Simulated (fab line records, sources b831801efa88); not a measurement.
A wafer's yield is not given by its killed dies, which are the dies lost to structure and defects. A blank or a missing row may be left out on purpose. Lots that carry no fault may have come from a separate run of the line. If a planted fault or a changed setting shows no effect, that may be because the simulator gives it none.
fab line records	flow gf180mcu
record: lots: 13	wafers: 39	last-day: 34
route steps=602 shown VT_IMPLANT@98 HV_LDD@222 M1@321
lots that met no fault: taken from a fault-free run of the same line
start-h: the number of hours between the record's first day and the start of the first shown wafer of the lot	wait-h: time in hours since the lot's previous step	" unchanged from the row above	L1.1+2: one row covering several wafers at once	- no value present, or no start provided	* or withheld: withheld	< > ~ a bound
route shown NAME@n: a module of which the file shows steps, and the number in the route of the first	usual: the fault-free wafers' mean and standard deviation	same: alike in all rows	chamber/n: place in a boat	sites: each site's reading	_std_site: standard deviation of those values	_edge_site: the outer-site mean with the inner-site mean subtracted	radius-mm: for every site, how far away it sits from the centre of the wafer	mask NAME#n: copy n	behind: tool/chamber where the wafer was last shaped	hold: what put the lot on hold/how long, in hours/how the hold closed	device: the n, p or np transistor that did not switch	end of line: tests of these same wafers at the route's end	a step given without rows: its recipe and nothing more	killed: dies that structure and defects cost at the first sort, which is not the same as the wafer's yield	map: a wafer's dies, x killed, . not, _ none there
set.NAME: the setting as run; set.NAME@STEP: as run at that earlier step	model.NAME: the simulator's own value behind a step, which no gauge read
a sample of lots followed through the steps of the route, with each step as a table and each wafer as a row
services: from which hour (start-h, from the record's first day; less than 0 if before it) a tool's chamber was out of use, for how many hours, and why
== steps ==
step: GF_VT_IMPLANT_IMPLANT_08
recipe: species: BF2	energy-kev: 20	dose-cm2: 8.29e+12	tilt-deg: 7
usual: beam-energy-keV: 20.000/0.0055	beam-on-s: 10.00/0.19
lot.wafer	tool	chamber	start-h	wait-h	beam-energy-keV	beam-on-s
L664.1	implanter-04	0	108.95	0.0	20.005	10.22
L664.2	"	0	"	"	19.998	10.17
L664.4	"	0	"	"	20.000	9.72
L665.1	implanter-04	0	117.99	0.0	20.000	9.97
L665.2	"	0	"	"	20.002	10.08
L665.3	"	0	"	"	20.006	9.72
L666.1	implanter-01	0	122.51	0.0	20.001	9.67
L666.4	"	0	"	"	19.998	9.99
L666.6	"	0	"	"	20.004	10.16
L667.4	implanter-04	0	129.07	0.1	20.006	10.21
L667.5	"	0	"	"	20.010	10.19
L667.6	"	0	"	"	19.999	10.32
L670.1	implanter-04	0	153.04	0.0	20.003	9.56
L670.5	"	0	"	"	20.010	9.87
L670.6	"	0	"	"	20.002	10.26
L671.1	implanter-03	0	153.34	0.0	19.994	10.12
L671.3	"	0	"	"	19.995	9.93
L671.6	"	0	"	"	19.996	10.03
L673.1	implanter-03	0	170.04	0.0	19.990	10.28
L673.2	"	0	"	"	19.993	9.83
L673.5	"	0	"	"	19.992	10.23
L674.3	implanter-01	0	170.40	0.1	20.012	10.09
L674.5	"	0	"	"	20.006	10.05
L674.6	"	0	"	"	20.012	10.00
L678.1	implanter-04	0	201.04	0.0	19.997	9.99
L678.2	"	0	"	"	19.999	9.54
L678.5	"	0	"	"	19.989	9.91
L681.1	implanter-03	0	218.84	0.0	22.343	10.14
L681.3	"	0	"	"	22.331	10.08
L681.4	"	0	"	"	22.336	9.78
L682.2	implanter-03	0	220.77	0.0	22.327	10.24
L682.4	"	0	"	"	22.330	10.03
L682.6	"	0	"	"	22.337	10.22
L686.1	implanter-04	0	249.90	0.0	20.002	9.92
L686.3	"	0	"	"	20.005	10.11
L686.5	"	0	"	"	20.007	9.94
L687.2	implanter-04	0	254.53	0.0	19.990	9.91
L687.4	"	0	"	"	19.998	9.83
L687.5	"	0	"	"	19.993	9.88
step: GF_VT_IMPLANT_TW_MEAS_10
usual: VT_IMPLANT_TW: 565.0/2.8
lot.wafer	tool	chamber	start-h	wait-h	VT_IMPLANT_TW
L664.1	film-metro-01	-	109.20	0.1	561.1
L664.2	"	-	"	"	559.2
L664.4	"	-	"	"	562.8
L665.1	film-metro-01	-	118.24	0.1	564.7
L665.2	"	-	"	"	563.0
L665.3	"	-	"	"	565.8
L666.1	film-metro-04	-	122.76	0.1	567.2
L666.4	"	-	"	"	566.0
L666.6	"	-	"	"	565.0
L667.4	film-metro-01	-	129.27	0.1	564.2
L667.5	"	-	"	"	564.6
L667.6	"	-	"	"	561.0
L670.1	film-metro-03	-	153.29	0.1	565.3
L670.5	"	-	"	"	566.9
L670.6	"	-	"	"	567.7
L671.1	film-metro-04	-	153.59	0.1	562.4
L671.3	"	-	"	"	562.5
L671.6	"	-	"	"	561.4
L673.1	film-metro-03	-	170.29	0.1	563.7
L673.2	"	-	"	"	565.6
L673.5	"	-	"	"	560.8
L674.3	film-metro-04	-	170.62	0.1	562.6
L674.5	"	-	"	"	569.9
L674.6	"	-	"	"	566.3
L678.1	film-metro-04	-	201.29	0.1	565.4
L678.2	"	-	"	"	563.5
L678.5	"	-	"	"	567.5
L681.1	film-metro-04	-	219.09	0.1	581.5
L681.3	"	-	"	"	577.0
L681.4	"	-	"	"	576.6
L682.2	film-metro-03	-	221.00	0.1	580.2
L682.4	"	-	"	"	582.3
L682.6	"	-	"	"	582.7
L686.1	film-metro-04	-	250.15	0.1	563.7
L686.3	"	-	"	"	564.6
L686.5	"	-	"	"	563.5
L687.2	film-metro-03	-	254.76	0.1	566.6
L687.4	"	-	"	"	564.9
L687.5	"	-	"	"	562.5
step: GF_VT_IMPLANT_STRIP_20
recipe: chemistry: O2/N2	power-w: 1400	pressure-mtorr: 1500	platen-temp-c: 250	o2-flow-sccm: 3000	n2-flow-sccm: 300	overash-fraction: 0.5
usual: drypump-motor-current-A: 5.67/0.14	heater-power-w: 314/39	oes-product-au: 0.716/0.0049	strip-time-to-endpoint-s: 12.50/0.036
lot.wafer	tool	chamber	start-h	wait-h	drypump-motor-current-A	heater-power-w	oes-product-au	rf-hours-counter-h	strip-time-to-endpoint-s
L664.1	plasma-asher-03	0	123.39	0.1	5.73	358	0.717	46	12.49
L664.2	"	1	"	"	5.70	273	0.717	46	12.49
L664.4	"	0	"	"	5.77	366	0.708	-	12.54
L665.1	plasma-asher-04	1	133.04	0.1	5.56	363	0.719	2	12.59
L665.2	"	0	"	"	5.44	266	0.711	2	12.56
L665.3	"	0	"	"	5.43	266	0.717	-	12.55
L666.1	plasma-asher-04	1	137.69	0.1	5.57	356	0.713	2	12.53
L666.4	"	0	"	"	5.41	263	0.718	-	12.53
L666.6	"	1	"	"	5.58	348	0.726	-	12.48
L667.4	plasma-asher-01	0	144.82	0.1	5.73	302	0.714	-	12.48
L667.5	"	0	"	"	5.75	297	0.716	-	12.51
L667.6	"	1	"	"	5.86	324	0.717	-	12.51
L670.1	plasma-asher-03	0	169.85	0.1	5.77	379	0.717	49	12.45
L670.5	"	1	"	"	5.72	274	0.714	-	12.47
L670.6	"	0	"	"	5.78	368	0.707	-	12.45
L671.1	plasma-asher-03	1	169.95	0.2	5.71	271	0.704	49	12.52
L671.3	"	0	"	"	5.75	362	0.716	-	12.50
L671.6	"	1	"	"	5.69	273	0.716	-	12.54
L673.1	plasma-asher-01	1	187.45	0.1	5.90	315	0.715	41	12.51
L673.2	"	0	"	"	5.70	297	0.722	41	12.51
L673.5	"	0	"	"	5.72	300	0.709	-	12.58
L674.3	plasma-asher-03	0	188.19	0.1	5.73	358	0.713	-	12.52
L674.5	"	0	"	"	5.75	370	0.715	-	12.48
L674.6	"	1	"	"	5.69	279	0.715	-	12.50
L678.1	plasma-asher-04	0	218.54	0.1	5.45	265	0.717	12	12.49
L678.2	"	1	"	"	5.56	357	0.715	12	12.47
L678.5	"	1	"	"	5.56	347	0.725	-	12.47
L681.1	plasma-asher-01	1	237.05	0.1	5.87	323	0.714	46	12.48
L681.3	"	1	"	"	5.87	316	0.717	-	12.46
L681.4	"	0	"	"	5.75	305	0.724	-	12.49
L682.2	plasma-asher-04	1	239.54	0.1	5.56	341	0.712	14	12.46
L682.4	"	1	"	"	5.55	348	0.710	-	12.48
L682.6	"	0	"	"	5.43	270	0.716	-	12.46
L686.1	plasma-asher-03	0	269.20	0.1	5.76	368	0.722	59	12.44
L686.3	"	0	"	"	5.80	363	0.718	-	12.47
L686.5	"	1	"	"	5.72	270	0.715	-	12.45
L687.2	plasma-asher-03	0	274.24	0.1	5.82	368	0.712	60	12.48
L687.4	"	0	"	"	5.79	371	0.724	-	12.47
L687.5	"	1	"	"	5.74	279	0.723	-	12.48
step: GF_HV_LDD_CD_MEAS_46
recipe: target-cd-nm: 400
usual: cd-nm: 400.0/2.3
lot.wafer	tool	chamber	start-h	wait-h	cd-nm
L664.1	cd-sem-01	-	271.62	0.1	400.4
L664.2	"	-	"	"	400.1
L664.4	"	-	"	"	401.5
L665.1	cd-sem-02	-	289.01	0.1	401.9
L665.2	"	-	"	"	400.4
L665.3	"	-	"	"	401.5
L666.1	cd-sem-02	-	289.67	0.1	398.2
L666.4	"	-	"	"	398.9
L666.6	"	-	"	"	396.4
L667.4	cd-sem-02	-	292.47	0.1	400.0
L667.5	"	-	"	"	400.9
L667.6	"	-	"	"	399.3
L670.1	cd-sem-02	-	328.47	0.1	402.0
L670.5	"	-	"	"	401.5
L670.6	"	-	"	"	401.1
L671.1	cd-sem-02	-	330.78	0.1	397.4
L671.3	"	-	"	"	397.9
L671.6	"	-	"	"	401.5
L673.1	cd-sem-01	-	352.07	0.1	403.2
L673.2	"	-	"	"	401.8
L673.5	"	-	"	"	402.0
L674.3	cd-sem-01	-	352.82	0.1	397.6
L674.5	"	-	"	"	397.8
L674.6	"	-	"	"	399.2
L678.1	cd-sem-01	-	392.08	0.1	401.7
L678.2	"	-	"	"	401.5
L678.5	"	-	"	"	402.4
L681.1	cd-sem-01	-	411.02	0.1	394.0
L681.3	"	-	"	"	396.0
L681.4	"	-	"	"	396.2
L682.2	cd-sem-01	-	416.10	0.1	403.1
L682.4	"	-	"	"	400.6
L682.6	"	-	"	"	403.4
L686.1	cd-sem-01	-	455.26	0.1	397.2
L686.3	"	-	"	"	399.1
L686.5	"	-	"	"	400.0
L687.2	cd-sem-02	-	460.97	0.1	399.9
L687.4	"	-	"	"	400.0
L687.5	"	-	"	"	399.9
step: GF_M1_THK_MEAS_06
recipe: thk-meas-gauge: xrf	reads: AlCu_of_M1_SPUTTER_02
usual: M1_ALCU_THK: 455/4.9
lot.wafer	tool	chamber	start-h	wait-h	M1_ALCU_THK[nm]
L664.1	film-metro-04	-	361.93	0.1	449
L664.2	"	-	"	"	444
L664.4	"	-	"	"	444
L666.1	film-metro-04	-	381.84	0.1	460
L666.4	"	-	"	"	465
L666.6	"	-	"	"	464
L665.1	film-metro-03	-	381.90	0.1	455
L665.2	"	-	"	"	466
L665.3	"	-	"	"	462
L667.4	film-metro-04	-	385.98	0.1	450
L667.5	"	-	"	"	451
L667.6	"	-	"	"	451
L670.1	film-metro-03	-	424.49	0.1	448
L670.5	"	-	"	"	458
L670.6	"	-	"	"	455
L671.1	film-metro-04	-	429.88	0.1	455
L671.3	"	-	"	"	447
L671.6	"	-	"	"	453
L673.1	film-metro-03	-	454.11	0.1	456
L673.2	"	-	"	"	457
L673.5	"	-	"	"	456
L674.3	film-metro-04	-	454.49	0.1	454
L674.5	"	-	"	"	460
L674.6	"	-	"	"	464
L678.1	film-metro-03	-	494.51	0.1	457
L678.2	"	-	"	"	457
L678.5	"	-	"	"	455
L681.1	film-metro-03	-	514.67	0.1	460
L681.3	"	-	"	"	457
L681.4	"	-	"	"	462
L682.2	film-metro-03	-	519.67	0.1	452
L682.4	"	-	"	"	456
L682.6	"	-	"	"	451
L686.1	film-metro-03	-	556.21	0.1	459
L686.3	"	-	"	"	457
L686.5	"	-	"	"	463
L687.2	film-metro-04	-	560.64	0.1	459
L687.4	"	-	"	"	461
L687.5	"	-	"	"	462
== services ==
tool	chamber	start-h	hours	kind
plasma-asher-04	-	108.80	9.0	pm
plasma-asher-04	0	108.80	9.0	vent-cycle
plasma-asher-04	1	108.80	9.0	vent-cycle
plasma-asher-04	0	117.80	-	clean
plasma-asher-04	1	117.80	-	clean
plasma-asher-03	-	135.80	14.6	pm
implanter-01	-	137.04	4.8	repair
plasma-asher-03	-	179.15	2.8	pm
plasma-asher-01	-	196.33	3.0	repair
implanter-01	-	217.19	40.6	pm
implanter-03	-	233.14	4.1	pm
implanter-01	-	257.82	11.7	pm
implanter-01	-	272.29	4.8	pm
== key ==
first-sign: step: GF_VT_IMPLANT_IMPLANT_08	reading: beam-energy-keV	direction: up	sigmas: 99+	usual: 20.000	struck: 22.334
effect: step: GF_VT_IMPLANT_TW_MEAS_10	reading: VT_IMPLANT_TW	direction: up	sigmas: 5.3	usual: 565.0	struck: 580.0
met-at GF_VT_IMPLANT_IMPLANT_08
struck-lots L681,L682
tester-left-out L681,L682
not-acting-at GF_VT_IMPLANT_STRIP_20,GF_HV_LDD_CD_MEAS_46,GF_M1_THK_MEAS_06
onset-between 170.04 218.84
fault: kind: process-parameter-drift	tool: implanter-03	chamber: -	onset-h: 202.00	steps: GF_VT_IMPLANT_IMPLANT_08	channel: energy-kev	offset: 2.332	shape: step	end-h: 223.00	acts-in: these-recipes-only	stated: 20
tester-left-out: of these lots the tester's yield and bins aren't shown, on N5 and GAA mostly nor the transistor test; their killed dies are dies lost to structure and defects alone, not to doping, threshold or leakage, so they don't give the yield
